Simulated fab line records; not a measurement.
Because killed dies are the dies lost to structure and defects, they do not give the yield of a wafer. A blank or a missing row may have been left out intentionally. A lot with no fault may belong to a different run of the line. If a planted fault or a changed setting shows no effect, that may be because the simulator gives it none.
Which tool did it? | flow gf180mcu | Sampling: 6 lots, 18 wafers, 4 of 602 route steps

== WHAT EACH GAUGE READ, for each wafer ==
GF_PASSIVATION_THK_MEAS_03.
lot  | measured     | on           | PASSIVATION_CVD_02_THK (nm)
L810 | day 28 13:02 | filmMetro-02 | 698 703 693
L812 | day 29 02:52 | filmMetro-01 | 693 693 694
L815 | day 29 22:20 | filmMetro-01 | 706 707 710
L818 | day 30 23:05 | filmMetro-01 | 704 705 703
L821 | day 31 21:16 | filmMetro-01 | 699 691 707
L827 | day 33 03:44 | filmMetro-02 | 698 706 710

== WHICH TOOL RAN EACH LOT (tool, then ch and the chambers of the sampled wafers, then the start) ==
lot  | GF_M5_SOFTBAKE_03                | GF_M5_METAL_ETCH_10              | GF_PASSIVATION_CVD_02
L810 | lithoTrack-03 ch 0, day 26 06:07 | rieMetal-02 ch 0,1, day 26 16:26 | pecvd-01 ch 0,1,2, day 28 12:44
L812 | lithoTrack-03 ch 0, day 26 21:43 | rieMetal-01 ch 0,1, day 27 08:11 | pecvd-04 ch 0,1,2, day 29 02:35
L815 | lithoTrack-03 ch 0, day 27 18:10 | rieMetal-01 ch 0,1, day 28 04:32 | pecvd-02 ch 0,1,2, day 29 22:01
L818 | lithoTrack-03 ch 0, day 28 20:07 | rieMetal-04 ch 0,1, day 29 05:50 | pecvd-02 ch 0,2, day 30 22:47
L821 | lithoTrack-04 ch 0, day 29 20:33 | rieMetal-04 ch 0,1, day 30 06:26 | pecvd-04 ch 0,1,2, day 31 20:59
L827 | lithoTrack-03 ch 0, day 31 05:46 | rieMetal-01 ch 0,1, day 31 14:17 | pecvd-02 ch 1,2, day 33 03:19
- GF_M5_SOFTBAKE_03: time 60 s.
- GF_M5_METAL_ETCH_10: etches the open film in Cl2/BCl3, stops on SiO2, target depth 750.8 nm, time 125.1 s.
- GF_PASSIVATION_CVD_02: deposits Si3N4, target thk 700 nm, time 486.18 s.

== THE ANSWER, worked out from the rows above alone ==
Rule: the lots themselves supply what counts as usual. Put in order of their means at a reading, lots are off if they are a third of the lots or fewer, leave a main group of 4 or more, and stand apart from it by a gap of 3 or more times the standard deviation of the main group's means; of several such gaps the widest counts. A main group is skipped when, at the precision printed for the reading in the tables above, its means are all equal. A lot without any number at a reading at which 4 lots or more have one is off too. The other lots that the step has rows for count as sound.
No lot is off at any reading shown: from this, nothing can be told.

== WHAT THE SIMULATOR HAD INSERTED ==
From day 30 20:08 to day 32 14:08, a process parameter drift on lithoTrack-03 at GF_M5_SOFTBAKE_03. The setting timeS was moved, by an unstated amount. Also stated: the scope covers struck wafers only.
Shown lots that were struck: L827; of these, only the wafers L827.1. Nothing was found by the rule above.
